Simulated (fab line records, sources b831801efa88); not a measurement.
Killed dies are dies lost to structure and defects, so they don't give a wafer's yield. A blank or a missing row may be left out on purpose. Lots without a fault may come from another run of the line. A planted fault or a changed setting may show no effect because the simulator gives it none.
Chamber matching | flow sfq_line | SFQ_TRILAYER_I2_CMP_CMP_064 on cmp-01: 4 sister chambers
The step polishes SiO2. 4 wafers are shown with their chamber, then 9 later ones without.

WAFERS WITH THEIR CHAMBER
wafer  | chamber | motor_current_A (A)
L174.1 | 2       | 9.9
L185.2 | 3       | 11.2
L186.5 | 0       | 11.3
L186.6 | 1       | 11.9

WAFERS WITHOUT THEIR CHAMBER
wafer  | motor_current_A (A)
L189.1 | 9.8
L189.5 | 11.2
L189.6 | 11.7
L191.1 | 9.9
L191.2 | 12.1
L191.5 | 11.2
L192.4 | 10.9
L192.2 | 12.4
L192.6 | 11.8

WHICH CHAMBER EACH WENT THROUGH
wafer  | from the rows above          | in truth
L189.1 | 2                            | 2
L189.5 | can't be placed: 3 or 0      | 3
L189.6 | can't be placed: 1 or 0 or 3 | 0
L191.1 | 2                            | 2
L191.2 | 1                            | 1
L191.5 | can't be placed: 3 or 0      | 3
L192.4 | can't be placed: 3 or 0      | 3
L192.2 | 1                            | 1
L192.6 | can't be placed: 1 or 0      | 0
Placed correctly: 4 of 9. Can't be placed from these rows: 5 (the true chamber is among the candidates in 5). Placed wrongly: 0.
How it was worked out, from the rows above alone: a wafer's distance from a chamber is the root of the sum, over the readings, of the square of ((its reading less the chamber's mean) divided by the reading's scatter). The wafer belongs to the nearest chamber; if the next one is less than 2 further off, it can't be placed. A chamber's mean is the mean of its shown wafers. The scatter: with one shown wafer a chamber, the root of the mean of the squares of how far each hidden wafer lies from its nearest shown one.
